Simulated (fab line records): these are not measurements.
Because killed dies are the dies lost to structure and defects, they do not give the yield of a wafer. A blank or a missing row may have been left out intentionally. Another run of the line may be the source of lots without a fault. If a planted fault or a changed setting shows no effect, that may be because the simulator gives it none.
fab line records | flow gf180mcu | part 2 of 2: steps 26 to 37 of 37
record lots=5 wafers=15 lastDay=34
route steps=602 shown HV_LDD@176
lots with no fault: from the same line, run without faults
startH: the number of hours between the record's first day and the start of the first shown wafer of the lot | waitH: hours since the lot's step before | " repeats the value in the row above | L1.1+2: one row covering several wafers at once | - either no value or no given start | * or withheld: withheld | < > ~ a bound
route shown NAME@n: NAME is a module with steps in the file, n the number in the route of the first one | usual: mean/standard deviation taken from wafers without a fault | same: alike in all rows | chamber/n: place in a boat | sites: each site's reading | _std_site: standard deviation across them | _edge_site: the outer-site mean with the inner-site mean subtracted | radiusMm: for every site, how far away it sits from the centre of the wafer | mask NAME#n: copy n | behind: the most recent tool/chamber to have shaped the wafer | hold: the reason the lot was held/the length of the hold in hours/how it ended | device: transistor that didn't switch, given as n, p or np | end of line: the route-end tests of the same wafers | a step with no rows: only its recipe | killed: count of dies lost to structure and defects at first sort (not the wafer's yield) | map: a wafer's dies, marking killed ones x, the rest . and places with no die _
set.NAME: setting as actually run; set.NAME@STEP: the setting as run at that earlier step | model.NAME: the simulator's own value behind a step, which no gauge read
lots seen at some steps along the route; tables by step, rows by wafer
services: when a tool's chamber went out of use (startH, in hours from the record's first day, below 0 if earlier), for how many hours, and the reason
## steps
# step GF_HV_LDD_HMDS_25
# recipe primeTimeS=60 primeTempC=119.5
# usual exhaustPa=45.0/0.8
# columns lot.wafer tool chamber startH waitH exhaustPa
L077.1 lithoTrack-03 0 264.63 0.1 45.8
L077.4 " 0 " " 45.3
L077.6 " 0 " " 44.8
L079.1 lithoTrack-01 0 282.54 0.1 45.9
L079.4 " 0 " " 44.6
L079.6 " 0 " " 45.6
L089.1 lithoTrack-01 0 355.69 0.1 45.7
L089.2 " 0 " " 44.4
L089.4 " 0 " " 45.4
L091.3 lithoTrack-03 0 373.23 0.1 43.6
L091.4 " 0 " " 44.1
L091.6 " 0 " " 44.0
L096.1 lithoTrack-01 0 411.09 0.1 46.9
L096.4 " 0 " " 45.5
L096.6 " 0 " " 45.8
# step GF_HV_LDD_COAT_26
# recipe resist=NOVOLAK spinRpm=3000 resistThkNm=1000
# usual dispensePressureKPa=50.5/2.5 exhaustPa=45.0/0.99
# columns lot.wafer tool chamber startH waitH dispensePressureKPa exhaustPa
L077.1 lithoTrack-03 0 264.78 0.1 52.9 45.1
L077.4 " 0 " " 52.9 44.6
L077.6 " 0 " " 52.9 44.7
L079.1 lithoTrack-01 0 282.69 0.1 47.1 45.0
L079.4 " 0 " " 47.0 45.4
L079.6 " 0 " " 47.1 44.6
L089.1 lithoTrack-01 0 355.84 0.1 47.1 43.3
L089.2 " 0 " " 47.1 46.1
L089.4 " 0 " " 47.1 44.7
L091.3 lithoTrack-03 0 373.38 0.1 52.9 44.4
L091.4 " 0 " " 52.9 44.8
L091.6 " 0 " " 52.9 44.1
L096.1 lithoTrack-01 0 411.24 0.1 47.0 44.1
L096.4 " 0 " " 47.1 45.7
L096.6 " 0 " " 47.1 45.1
# step GF_HV_LDD_SOFTBAKE_27
# recipe tempC=90 timeS=60 resist=NOVOLAK
# usual exhaustPa=45.2/0.93
# columns lot.wafer tool chamber startH waitH exhaustPa
L077.1 lithoTrack-03 0 264.93 0.1 44.9
L077.4 " 0 " " 47.1
L077.6 " 0 " " 45.8
L079.1 lithoTrack-01 0 282.84 0.1 45.5
L079.4 " 0 " " 45.6
L079.6 " 0 " " 44.9
L089.1 lithoTrack-01 0 355.99 0.1 45.5
L089.2 " 0 " " 44.7
L089.4 " 0 " " 43.6
L091.3 lithoTrack-03 0 373.53 0.1 44.7
L091.4 " 0 " " 46.0
L091.6 " 0 " " 44.2
L096.1 lithoTrack-01 0 411.39 0.1 44.5
L096.4 " 0 " " 46.0
L096.6 " 0 " " 45.2
# step GF_HV_LDD_EXPOSE_28
# recipe maskId=Nplus_HV_AREA targetCdNm=400 na=0.6 sourceShape=conventional sigmaOuter=0.6 doseMj=140
# usual focusOffsetNm=0.0/0.49
# columns lot.wafer tool chamber startH waitH mask focusOffsetNm
L077.1 ilineStepper-02 0 - - Nplus_HV_AREA#0 0.2
L077.4 " 0 " " Nplus_HV_AREA#0 -0.4
L077.6 " 0 " " Nplus_HV_AREA#0 0.3
L079.1 ilineStepper-02 0 - - Nplus_HV_AREA#0 -0.1
L079.4 " 0 " " Nplus_HV_AREA#0 -0.7
L079.6 " 0 " " Nplus_HV_AREA#0 0.4
L089.1 ilineStepper-01 0 - - Nplus_HV_AREA#0 0.6
L089.2 " 0 " " Nplus_HV_AREA#0 0.4
L089.4 " 0 " " Nplus_HV_AREA#0 -0.5
L091.3 ilineStepper-02 0 - - Nplus_HV_AREA#0 -0.1
L091.4 " 0 " " Nplus_HV_AREA#0 -1.3
L091.6 " 0 " " Nplus_HV_AREA#0 -1.3
L096.1 ilineStepper-01 0 - - Nplus_HV_AREA#0 0.4
L096.4 " 0 " " Nplus_HV_AREA#0 0.8
L096.6 " 0 " " Nplus_HV_AREA#0 -0.4
# step GF_HV_LDD_PEB_29
# recipe tempC=withheld timeS=* resist=NOVOLAK
# usual exhaustPa=44.8/0.84
# columns lot.wafer tool chamber startH waitH exhaustPa
L077.1 lithoTrack-03 0 - - 45.1
L077.4 " 0 " " 44.1
L077.6 " 0 " " 45.3
L079.1 lithoTrack-03 0 - - 45.7
L079.4 " 0 " " 44.6
L079.6 " 0 " " 44.4
L089.1 lithoTrack-04 0 - - 45.9
L089.2 " 0 " " 45.6
L089.4 " 0 " " 45.7
L091.3 lithoTrack-04 0 - - 44.6
L091.4 " 0 " " 45.2
L091.6 " 0 " " 45.8
L096.1 lithoTrack-01 0 - - 43.7
L096.4 " 0 " " 42.9
L096.6 " 0 " " 44.8
# step GF_HV_LDD_DEVELOP_30
# recipe developTimeS=60 devTempC=23
# usual exhaustPa=45.0/0.89
# columns lot.wafer tool chamber startH waitH exhaustPa
L077.1 lithoTrack-03 0 274.43 0.1 45.3
L077.4 " 0 " " 46.2
L077.6 " 0 " " 45.7
L079.1 lithoTrack-03 0 292.83 0.1 45.4
L079.4 " 0 " " 43.6
L079.6 " 0 " " 45.4
L089.1 lithoTrack-04 0 367.03 0.1 44.9
L089.2 " 0 " " 46.5
L089.4 " 0 " " 45.0
L091.3 lithoTrack-04 0 384.83 0.1 43.0
L091.4 " 0 " " 44.9
L091.6 " 0 " " 43.6
L096.1 lithoTrack-01 0 422.89 0.1 44.4
L096.4 " 0 " " 44.8
L096.6 " 0 " " 44.0
# step GF_HV_LDD_CD_MEAS_31
# recipe targetCdNm=400
# usual cdNm=400.0/1.8
# columns lot.wafer tool chamber startH waitH cdNm
L077.1 cdSem-01 - 274.58 0.1 398.6
L077.4 " - " " 401.2
L077.6 " - " " 399.5
L079.1 cdSem-02 - 292.98 0.1 401.8
L079.4 " - " " 399.4
L079.6 " - " " 400.2
L089.1 cdSem-02 - 367.18 0.1 400.2
L089.2 " - " " 400.8
L089.4 " - " " 400.9
L091.3 cdSem-02 - 384.97 0.1 403.1
L091.4 " - " " 400.9
L091.6 " - " " 401.7
L096.1 cdSem-01 - 423.04 0.1 402.1
L096.4 " - " " 401.8
L096.6 " - " " 402.0
# step GF_HV_LDD_OVL_MEAS_32
# usual HV_LDD_02_OVL=0.8/1.3
# columns lot.wafer tool chamber startH waitH HV_LDD_02_OVL[nm]
L077.1 overlay-02 - 274.70 0.1 1.2
L077.4 " - " " 1.1
L077.6 " - " " 1.6
L079.1 overlay-02 - 293.10 0.1 1.3
L079.4 " - " " -1.2
L079.6 " - " " 1.4
L089.1 overlay-01 - 367.30 0.1 1.1
L089.2 " - " " 0.4
L089.4 " - " " 2.5
L091.3 overlay-02 - 385.06 0.1 2.1
L091.4 " - " " 2.4
L091.6 " - " " 1.6
L096.1 overlay-01 - 423.16 0.1 2.2
L096.4 " - " " 1.8
L096.6 " - " " 2.4
# step GF_HV_LDD_IMPLANT_33
# recipe species=P energyKev=60 doseCm2=7.5e+12 tiltDeg=30 rotationDeg=0
# columns lot.wafer tool chamber startH waitH
L077.1+4+6 implanter-02 0 274.74 0.0
L079.1+4+6 implanter-01 0 293.14 0.0
L089.1+2+4 implanter-02 0 367.34 0.0
L091.3+4+6 implanter-01 0 385.14 0.1
L096.1+4+6 implanter-03 0 423.19 0.0
# step GF_HV_LDD_IMPLANT_34
# recipe species=P energyKev=60 doseCm2=7.5e+12 tiltDeg=30 rotationDeg=90
# columns lot.wafer tool chamber startH waitH
L077.1+4+6 implanter-02 0 274.89 0.1
L079.1+4+6 implanter-01 0 293.29 0.1
L089.1+2+4 implanter-02 0 367.49 0.1
L091.3+4+6 implanter-01 0 385.29 0.1
L096.1+4+6 implanter-03 0 423.34 0.1
# step GF_HV_LDD_IMPLANT_35
# recipe species=P energyKev=60 doseCm2=7.5e+12 tiltDeg=30 rotationDeg=180
# columns lot.wafer tool chamber startH waitH
L077.1+4+6 implanter-02 0 275.04 0.1
L079.1+4+6 implanter-01 0 293.44 0.1
L089.1+2+4 implanter-02 0 367.64 0.1
L091.3+4+6 implanter-01 0 385.44 0.1
L096.1+4+6 implanter-03 0 423.49 0.1
# step GF_HV_LDD_IMPLANT_36
# recipe species=P energyKev=60 doseCm2=7.5e+12 tiltDeg=30 rotationDeg=270
# columns lot.wafer tool chamber startH waitH
L077.1+4+6 implanter-02 0 275.19 0.1
L079.1+4+6 implanter-01 0 293.59 0.1
L089.1+2+4 implanter-02 0 367.79 0.1
L091.3+4+6 implanter-01 0 385.59 0.1
L096.1+4+6 implanter-03 0 423.64 0.1
## services
# columns tool chamber startH hours kind
implanter-01 - 201.94 2.0 repair
ilineStepper-01 - 206.26 2.1 repair
plasmaAsher-02 - 214.61 4.2 repair
implanter-01 - 215.17 1.1 repair
ilineStepper-01 - 227.05 1.7 pm
ilineStepper-02 - 239.01 1.7 pm
ilineStepper-01 - 247.17 13.0 repair
implanter-02 - 269.10 3.4 pm
implanter-02 - 281.51 6.3 repair
implanter-02 - 308.26 0.7 repair
implanter-03 - 312.43 6.3 pm
implanter-02 - 318.62 2.6 repair
plasmaAsher-02 - 327.64 3.7 repair
plasmaAsher-03 - 337.55 1.8 repair
ilineStepper-01 - 349.01 3.2 repair
plasmaAsher-02 - 353.95 5.7 repair
plasmaAsher-02 - 356.95 4.3 repair
implanter-02 - 398.89 2.1 repair
plasmaAsher-02 - 421.29 9.0 pm
plasmaAsher-02 0 421.29 9.0 ventCycle
plasmaAsher-02 1 421.29 9.0 ventCycle
